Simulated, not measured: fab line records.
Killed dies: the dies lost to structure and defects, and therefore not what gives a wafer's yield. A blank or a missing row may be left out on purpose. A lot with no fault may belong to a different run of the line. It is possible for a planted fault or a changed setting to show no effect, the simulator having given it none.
fab line records	flow sky130
[record] lots = 10	wafers = 30	last_day = 50
route steps=708 shown METAL3@565 VIA3@594 METAL5@663 PAD_OPEN@708
lots untouched by any fault: they come from a run of this same line in which no faults occurred
start_h: the number of hours between the record's first day and the start of the first shown wafer of the lot	wait_h: hours from the lot's prior step to this one	" unchanged from the row above	L1.1+2: one row covering several wafers at once	- no value, or no start given	* or withheld: withheld	< > ~ a bound
route shown NAME@n: NAME is a module with steps in the file, n the number in the route of the first one	usual: mean/standard deviation taken from wafers without a fault	same: alike in all rows	chamber/n: place in a boat	sites: the reading at each site	_std_site: standard deviation across them	_edge_site: the outer-site mean with the inner-site mean subtracted	radius_mm: for every site, how far away it sits from the centre of the wafer	mask NAME#n: copy n	behind: the most recent tool/chamber to have shaped the wafer	hold: cause of the lot's hold/its duration in hours/its outcome	device: which transistor (n, p or np) failed to switch	end of line: the same wafers' tests at the end of the route	a step with no rows: only its recipe	killed: the dies lost at the first sort to structure and to defects; this is not the yield of the wafer	map: shows each die of a wafer: x if killed, . if not, _ if none is there
set.NAME: the setting that was run; set.NAME@STEP: the one run at that earlier step	model.NAME: the simulator's own value behind a step, which no gauge read
the route's steps for a sample of lots (tables are steps, rows are wafers)
services: a tool's chamber out of use, with start hour (start_h, from the record's first day; less than 0 if before it), hours out, and reason
[[steps]]
[step SKY_METAL3_DESCUM_15]
[recipe] chemistry = O2	source_power_w = 150	bias_power_w = 0	pressure_mtorr = 10	temp_c = 40	time_s = 8
[usual] drypump_motor_current_A = 5.7/0.33	oes_product_au = 0.995/0.0084
lot.wafer	tool	chamber	start_h	wait_h	drypump_motor_current_A	oes_product_au	rf_hours_counter_h
L121.3	rie_metal-02	0	909.22	0.0	6.2	0.992	-
L121.5	"	1	"	"	6.1	0.996	-
L121.6	"	0	"	"	6.2	0.982	-
L125.1	rie_metal-04	0	936.82	0.0	5.3	0.994	13
L125.2	"	1	"	"	5.6	0.992	10
L125.6	"	0	"	"	5.3	0.995	-
L128.1	rie_metal-02	1	950.17	0.0	6.1	0.998	10
L128.3	"	1	"	"	6.1	0.996	-
L128.6	"	1	"	"	6.1	1.000	-
L129.3	rie_metal-02	1	959.29	0.0	6.1	1.003	-
L129.4	"	0	"	"	6.2	0.994	-
L129.6	"	0	"	"	6.2	0.990	-
L131.1	rie_metal-03	0	963.43	0.0	5.5	0.991	5
L131.2	"	1	"	"	5.4	0.999	16
L131.3	"	1	"	"	5.5	1.004	-
L136.1	rie_metal-04	1	1009.42	0.0	5.6	0.993	15
L136.2	"	1	"	"	5.6	1.000	-
L136.6	"	1	"	"	5.6	0.992	-
L137.2	rie_metal-02	0	1014.57	0.0	6.2	1.005	12
L137.3	"	1	"	"	6.1	1.023	-
L137.6	"	0	"	"	6.2	0.994	-
L140.1	rie_metal-02	1	1029.87	0.0	6.1	1.001	14
L140.2	"	0	"	"	6.2	0.981	13
L140.6	"	0	"	"	6.2	0.987	-
L141.1	rie_metal-03	0	1032.52	0.0	5.5	0.987	8
L141.2	"	1	"	"	5.4	1.000	20
L141.4	"	0	"	"	5.4	0.988	-
L144.2	rie_metal-04	1	1056.32	0.0	5.6	0.996	18
L144.4	"	1	"	"	5.6	0.992	-
L144.5	"	1	"	"	5.7	0.996	-
[step SKY_VIA3_CVD_21]
[recipe] material = W	target_thk_nm = 390	time_s = 117.31	temp_c = 400	pressure_torr = 40
[usual] chamber_pressure_Torr = 39.97/0.091	heater_power_w = 963/70	susceptor_temp_C = 400.00/0.26
lot.wafer	tool	chamber	start_h	wait_h	chamber_pressure_Torr	heater_power_w	susceptor_temp_C
L121.3	cvd_w-02	1	936.41	0.1	40.09	1017	399.03
L121.5	"	1	"	"	40.05	1007	399.59
L121.6	"	0	"	"	39.91	895	399.63
L125.1	cvd_w-01	1	963.13	0.0	39.91	1050	400.05
L125.2	"	0	"	"	39.96	865	400.27
L125.6	"	0	"	"	40.04	893	400.37
L128.1	cvd_w-02	0	976.42	0.0	39.83	927	399.60
L128.3	"	1	"	"	40.06	1002	400.09
L128.6	"	0	"	"	39.99	904	399.72
L129.3	cvd_w-02	1	985.62	0.1	40.01	1005	400.22
L129.4	"	0	"	"	39.92	890	399.82
L129.6	"	0	"	"	39.91	949	400.02
L131.1	cvd_w-02	0	989.80	0.0	40.13	943	400.26
L131.2	"	1	"	"	40.16	1001	400.44
L131.3	"	0	"	"	39.99	929	399.91
L136.1	cvd_w-02	0	1034.28	0.0	39.92	926	400.18
L136.2	"	1	"	"	39.85	991	400.09
L136.6	"	1	"	"	39.87	1004	400.29
L137.2	cvd_w-01	0	1039.73	0.0	39.91	883	400.27
L137.3	"	1	"	"	39.99	1039	400.54
L137.6	"	1	"	"	39.94	1036	400.15
L140.1	cvd_w-01	1	1054.18	0.0	40.02	1040	400.50
L140.2	"	0	"	"	39.90	879	399.71
L140.6	"	0	"	"	40.07	883	399.50
L141.1	cvd_w-02	1	1056.12	0.0	39.94	1001	399.91
L141.2	"	0	"	"	40.13	921	400.13
L141.4	"	0	"	"	40.09	930	400.23
L144.2	cvd_w-01	0	1080.44	0.0	40.03	898	399.96
L144.4	"	0	"	"	39.97	850	399.73
L144.5	"	0	"	"	39.90	880	400.00
[step SKY_VIA3_RS_MEAS_22]
[recipe] thk_meas_gauge = four-point-probe	reads = W_of_VIA3_CVD_21+TiN_of_VIA3_SPUTTER_20
[usual] VIA3_W_RS = 0.294/0.003
lot.wafer	tool	chamber	start_h	wait_h	VIA3_W_RS[ohm/sq]
L121.3	film_metro-03	-	936.53	0.1	0.297
L121.5	"	-	"	"	0.297
L121.6	"	-	"	"	0.298
L125.1	film_metro-02	-	963.25	0.1	0.288
L125.2	"	-	"	"	0.292
L125.6	"	-	"	"	0.287
L128.1	film_metro-03	-	976.54	0.1	0.290
L128.3	"	-	"	"	0.292
L128.6	"	-	"	"	0.293
L129.3	film_metro-03	-	985.74	0.1	0.295
L129.4	"	-	"	"	0.300
L129.6	"	-	"	"	0.296
L131.1	film_metro-02	-	989.93	0.1	0.296
L131.2	"	-	"	"	0.292
L131.3	"	-	"	"	0.297
L136.1	film_metro-02	-	1034.41	0.1	0.296
L136.2	"	-	"	"	0.298
L136.6	"	-	"	"	0.291
L137.2	film_metro-03	-	1039.87	0.1	0.291
L137.3	"	-	"	"	0.293
L137.6	"	-	"	"	0.293
L140.1	film_metro-02	-	1054.30	0.1	0.293
L140.2	"	-	"	"	0.289
L140.6	"	-	"	"	0.290
L141.1	film_metro-02	-	1056.24	0.1	0.294
L141.2	"	-	"	"	0.295
L141.4	"	-	"	"	0.294
L144.2	film_metro-02	-	1080.58	0.1	0.291
L144.4	"	-	"	"	0.292
L144.5	"	-	"	"	0.295
[step SKY_METAL5_SPUTTER_02]
[recipe] material = AlCu	target_thk_nm = 1150	power_w = 10600	time_s = 61.2	chamber_pressure_pa = 0.4
[usual] throttle_valve_pct = 30.1/0.93
lot.wafer	tool	chamber	start_h	wait_h	throttle_valve_pct
L121.3	pvd_sputter-01	-	1012.11	0.0	31.8
L121.5	"	-	"	"	29.8
L121.6	"	-	"	"	31.8
L125.1	pvd_sputter-01	-	1035.91	0.0	30.0
L125.2	"	-	"	"	30.4
L125.6	"	-	"	"	31.7
L128.1	pvd_sputter-01	-	1049.38	0.0	30.1
L128.3	"	-	"	"	31.0
L128.6	"	-	"	"	30.4
L129.3	pvd_sputter-01	-	1058.30	0.0	30.3
L129.4	"	-	"	"	31.3
L129.6	"	-	"	"	30.4
L131.1	pvd_sputter-01	-	1062.54	0.0	31.5
L131.2	"	-	"	"	31.4
L131.3	"	-	"	"	30.3
L136.1	pvd_sputter-02	-	1102.19	0.0	28.7
L136.2	"	-	"	"	29.9
L136.6	"	-	"	"	29.7
L137.2	pvd_sputter-03	-	1107.10	0.0	30.1
L137.3	"	-	"	"	30.0
L137.6	"	-	"	"	30.4
L140.1	pvd_sputter-03	-	1120.12	0.0	29.9
L140.2	"	-	"	"	30.1
L140.6	"	-	"	"	30.2
L141.1	pvd_sputter-02	-	1121.15	0.0	30.0
L141.2	"	-	"	"	28.7
L141.4	"	-	"	"	29.7
L144.2	pvd_sputter-01	-	1144.07	0.0	30.5
L144.4	"	-	"	"	29.6
L144.5	"	-	"	"	30.1
[step SKY_METAL5_RS_MEAS_05]
[recipe] thk_meas_gauge = four-point-probe	reads = TiN_of_METAL5_SPUTTER_04+Ti_of_METAL5_SPUTTER_03+AlCu_of_METAL5_SPUTTER_02+TiN_of_METAL5_SPUTTER_01+Ti_of_METAL5_SPUTTER_00
[usual] METAL5_ALCU_RS = 0.02706/0.00023
lot.wafer	tool	chamber	start_h	wait_h	METAL5_ALCU_RS[ohm/sq]
L121.3	film_metro-01	-	1012.27	0.1	0.02704
L121.5	"	-	"	"	0.02709
L121.6	"	-	"	"	0.02726
L125.1	film_metro-02	-	1036.03	0.0	0.02686
L125.2	"	-	"	"	0.02693
L125.6	"	-	"	"	0.02704
L128.1	film_metro-01	-	1049.50	0.0	0.02734
L128.3	"	-	"	"	0.02741
L128.6	"	-	"	"	0.02738
L129.3	film_metro-03	-	1058.46	0.1	0.02522
L129.4	"	-	"	"	0.02691
L129.6	"	-	"	"	0.0252
L131.1	film_metro-01	-	1062.66	0.0	0.02724
L131.2	"	-	"	"	0.02735
L131.3	"	-	"	"	0.02544
L136.1	film_metro-03	-	1102.31	0.0	0.0271
L136.2	"	-	"	"	0.0269
L136.6	"	-	"	"	0.02678
L137.2	film_metro-01	-	1107.24	0.0	0.02727
L137.3	"	-	"	"	0.02688
L137.6	"	-	"	"	0.02693
L140.1	film_metro-01	-	1120.24	0.0	0.027
L140.2	"	-	"	"	0.02696
L140.6	"	-	"	"	0.02711
L141.1	film_metro-03	-	1121.27	0.0	0.02692
L141.2	"	-	"	"	0.02727
L141.4	"	-	"	"	0.027
L144.2	film_metro-02	-	1144.21	0.0	0.02706
L144.4	"	-	"	"	0.02699
L144.5	"	-	"	"	0.02704
[step SKY_METAL5_THK_MEAS_06]
[recipe] thk_meas_gauge = xrf	reads = AlCu_of_METAL5_SPUTTER_02
[usual] METAL5_ALCU_THK = 1172/12
lot.wafer	tool	chamber	start_h	wait_h	METAL5_ALCU_THK[nm]
L121.3	film_metro-01	-	1012.37	0.1	1180
L121.5	"	-	"	"	1192
L121.6	"	-	"	"	1175
L125.1	film_metro-02	-	1036.15	0.1	1175
L125.2	"	-	"	"	1170
L125.6	"	-	"	"	1170
L128.1	film_metro-01	-	1049.62	0.1	1163
L128.3	"	-	"	"	1159
L128.6	"	-	"	"	1163
L129.3	film_metro-03	-	1058.56	0.1	1253
L129.4	"	-	"	"	1183
L129.6	"	-	"	"	1248
L131.1	film_metro-01	-	1062.78	0.1	1162
L131.2	"	-	"	"	1158
L131.3	"	-	"	"	1246
L136.1	film_metro-03	-	1102.43	0.1	1164
L136.2	"	-	"	"	1179
L136.6	"	-	"	"	1179
L137.2	film_metro-01	-	1107.35	0.1	1159
L137.3	"	-	"	"	1183
L137.6	"	-	"	"	1177
L140.1	film_metro-01	-	1120.36	0.1	1178
L140.2	"	-	"	"	1180
L140.6	"	-	"	"	1174
L141.1	film_metro-03	-	1121.39	0.1	1176
L141.2	"	-	"	"	1156
L141.4	"	-	"	"	1174
L144.2	film_metro-02	-	1144.32	0.1	1174
L144.4	"	-	"	"	1176
L144.5	"	-	"	"	1170
[step SKY_METAL5_METAL_ETCH_15]
[recipe] target_depth_a = 12600	stop_on = SiO2	over_etch_frac = 0.2	time_s = 252	chemistry = Cl2/BCl3	resist_sidewall_deg = 86	pressure_mtorr = 10	icp_w = 900	bias_w = 48.5	Cl2_flow_sccm = 60	bcl3_flow_sccm = 30
[usual] drypump_motor_current_A = 5.9/0.34	oes_product_au = 0.894/0.0049	throttle_valve_pct = 22.264/0.0088
lot.wafer	tool	chamber	start_h	wait_h	drypump_motor_current_A	oes_product_au	rf_hours_counter_h	throttle_valve_pct
L121.3	rie_metal-01	0	1034.38	0.1	5.9	0.892	-	22.263
L121.5	"	0	"	"	6.0	0.894	-	22.264
L121.6	"	1	"	"	6.3	0.887	-	22.246
L125.1	rie_metal-02	0	1057.75	0.1	6.2	0.886	16	22.268
L125.2	"	0	"	"	6.2	0.892	-	22.261
L125.6	"	0	"	"	6.2	0.893	-	22.252
L128.1	rie_metal-01	1	1070.57	0.0	6.3	0.905	22	22.267
L128.3	"	1	"	"	6.3	0.891	-	22.254
L128.6	"	1	"	"	6.3	0.904	-	22.265
L129.3	rie_metal-01	0	1080.29	0.1	5.9	0.907	-	22.261
L129.4	"	1	"	"	6.3	0.882	-	22.260
L129.6	"	0	"	"	5.9	0.914	-	22.261
L131.1	rie_metal-03	1	1085.00	0.0	5.4	0.895	23	22.254
L131.2	"	0	"	"	5.5	0.884	12	22.269
L131.3	"	1	"	"	5.5	0.909	-	22.264
L136.1	rie_metal-03	0	1122.26	0.0	5.5	0.893	15	22.271
L136.2	"	1	"	"	5.5	0.898	26	22.273
L136.6	"	0	"	"	5.5	0.885	-	22.260
L137.2	rie_metal-02	0	1126.71	0.0	6.1	0.889	24	22.263
L137.3	"	1	"	"	6.1	0.885	-	22.254
L137.6	"	0	"	"	6.2	0.892	-	22.268
L140.1	rie_metal-02	0	1139.25	0.0	6.2	0.890	25	22.264
L140.2	"	1	"	"	6.1	0.889	19	22.265
L140.6	"	1	"	"	6.1	0.888	-	22.255
L141.1	rie_metal-03	1	1140.70	0.0	5.5	0.891	27	22.262
L141.2	"	0	"	"	5.5	0.899	16	22.268
L141.4	"	1	"	"	5.4	0.889	-	22.273
L144.2	rie_metal-03	0	1161.57	0.1	5.5	0.896	-	22.264
L144.4	"	0	"	"	5.5	0.899	-	22.276
L144.5	"	0	"	"	5.5	0.900	-	22.259
[step SKY_PAD_OPEN_PROBE_99]
[usual] defect_limited_yield = 82.4/2.1	killed_at_M0_to_M3 = 44/7.3	killed_at_M4_up = 3.0/1.9	killed_at_contacts = 24/5	killed_at_front_end = 16/4.5	killed_at_other = 0.3/0.46	killed_dies = 87/10	killed_open = 47/8.3	killed_short = 39/6.4	sort_bin_3_pad_short = 0.8/0.43	sort_bin_5_function = 10.5/1.6	sort_bin_6_memory = 6.3/1.1	sort_n_pass = 405/10	sort_yield_pct = 82.4/2.1
[same] gross_dies = 492	killed_at_back_side = 0	sort_bin_4_leakage[%] = 0	sort_bin_8_speed[%] = 0
lot.wafer	tool	chamber	start_h	wait_h	defect_limited_yield[%]	killed_at_M0_to_M3	killed_at_M4_up	killed_at_contacts	killed_at_front_end	killed_at_other	killed_dies	killed_open	killed_short	sort_bin_3_pad_short[%]	sort_bin_5_function[%]	sort_bin_6_memory[%]	sort_n_pass	sort_yield_pct[%]
L131.1	prober-01	-	1127.10	0.1	81.9	52	6	18	13	0	89	49	40	0.6	11.6	5.9	403	81.9
L131.2	prober-01	-	1127.15	0.1	83.3	40	4	29	9	0	82	45	37	0.4	10.4	5.9	410	83.3
L131.3	prober-01	-	1127.20	0.2	81.1	43	6	26	17	1	93	56	37	0.4	12.2	6.3	399	81.1
L141.1	prober-01	-	1179.13	0.1	83.9	38	6	16	19	0	79	36	43	0.6	10.0	5.5	413	83.9
L141.2	prober-01	-	1179.18	0.1	85.2	33	2	22	16	0	73	34	39	1.6	7.3	5.9	419	85.2
L141.4	prober-01	-	1179.28	0.2	82.9	35	2	34	13	0	84	52	32	0.6	10.0	6.5	408	82.9
// killed by level:class
L131.1 VIA1:geometric_particle:open=10 VIA2:geometric_particle:open=10 CONTACT:geometric_particle:open=8 METAL1:geometric_particle:short=8 METAL2:geometric_particle:short=7 LI_CONTACT:geometric_particle:open=6 VIA1:geometric_particle:short=5 METAL4:geometric_particle:short=4
L131.2 CONTACT:geometric_particle:open=13 VIA1:geometric_particle:open=9 CONTACT:geometric_particle:short=7 METAL2:geometric_particle:short=6 VIA3:geometric_particle:open=6 VIA2:geometric_particle:open=6 METAL3:geometric_particle:short=5 METAL4:geometric_particle:short=4
L131.3 VIA1:geometric_particle:open=11 LI_CONTACT:geometric_particle:open=9 CONTACT:geometric_particle:open=9 VIA3:geometric_particle:open=8 VIA3:geometric_particle:short=7 FIELD_ISO:geometric_particle:open=6 VIA2:geometric_particle:short=5 POLY_GATE:geometric_particle:open=4
L141.1 POLY_GATE:geometric_particle:short=8 VIA1:geometric_particle:open=6 VIA3:geometric_particle:open=6 POLY_GATE:geometric_particle:open=5 CONTACT:geometric_particle:open=5 VIA1:geometric_particle:short=5 VIA2:geometric_particle:open=5 METAL1:geometric_particle:short=4
L141.2 CONTACT:geometric_particle:open=9 VIA1:geometric_particle:open=6 VIA3:geometric_particle:open=5 POLY_GATE:geometric_particle:short=4 LOCAL_INTERCONNECT:geometric_particle:short=4 METAL1:geometric_particle:short=4 METAL2:geometric_particle:short=4 FIELD_ISO:geometric_particle:short=3
L141.4 CONTACT:geometric_particle:open=12 LI_CONTACT:geometric_particle:open=10 FIELD_ISO:geometric_particle:open=6 VIA3:geometric_particle:open=6 CONTACT:geometric_particle:short=5 VIA1:geometric_particle:short=5 VIA2:geometric_particle:open=5 METAL2:geometric_particle:short=4
[[services]]
tool	chamber	start_h	hours	kind
rie_metal-03	-	887.81	0.2	repair
cvd_w-01	-	904.00	14.0	pm
rie_metal-01	-	905.46	13.4	repair
rie_metal-04	0	963.45	5.2	repair
cvd_w-02	-	977.91	2.8	pm
rie_metal-02	0	1000.76	2.1	repair
rie_metal-04	0	1001.77	20.9	repair
rie_metal-02	1	1002.37	5.3	repair
cvd_w-01	-	1008.04	6.9	pm
cvd_w-01	-	1015.93	2.8	pm
pvd_sputter-01	-	1036.32	1.5	repair
rie_metal-02	1	1039.03	55.6	repair
rie_metal-04	-	1041.95	0.6	repair
rie_metal-04	-	1051.56	2.8	pm
rie_metal-03	-	1052.97	0.3	repair
cvd_w-02	-	1064.33	0.7	repair
rie_metal-02	0	1087.64	10.5	repair
rie_metal-01	-	1091.85	0.4	repair
rie_metal-02	-	1103.74	0.8	repair
rie_metal-04	-	1112.43	0.7	repair
rie_metal-02	-	1124.55	1.8	repair
pvd_sputter-01	-	1126.52	2.0	repair
cvd_w-02	-	1127.97	6.0	pm
cvd_w-02	-	1147.14	0.8	repair
[[key]]
[first_sign] step = SKY_METAL5_RS_MEAS_05	reading = METAL5_ALCU_RS	direction = down	sigmas = 7.6	usual = 0.02706	struck = 0.02529
[effect] step = SKY_METAL5_THK_MEAS_06	reading = METAL5_ALCU_THK	direction = up	sigmas = 6.3	usual = 1172	struck = 1249
[effect] step = SKY_METAL5_METAL_ETCH_15	reading = oes_product_au	direction = up	sigmas = 3.3	usual = 0.894	struck = 0.910
met_at SKY_METAL5_SPUTTER_02
struck_lots L129,L131
struck_wafers L129.3,L129.6,L131.3
not_acting_at SKY_METAL3_DESCUM_15,SKY_VIA3_CVD_21,SKY_VIA3_RS_MEAS_22
onset_between 1049.38 1058.30
[fault] kind = process_parameter_drift	tool = pvd_sputter-01	chamber = -	onset_h = 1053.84	steps = SKY_METAL5_SPUTTER_02	channel = target_thk_nm	offset = 77.087	shape = step	end_h = 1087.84	acts_in = these_recipes_only	stated = 1150	scope = struck_wafers_only
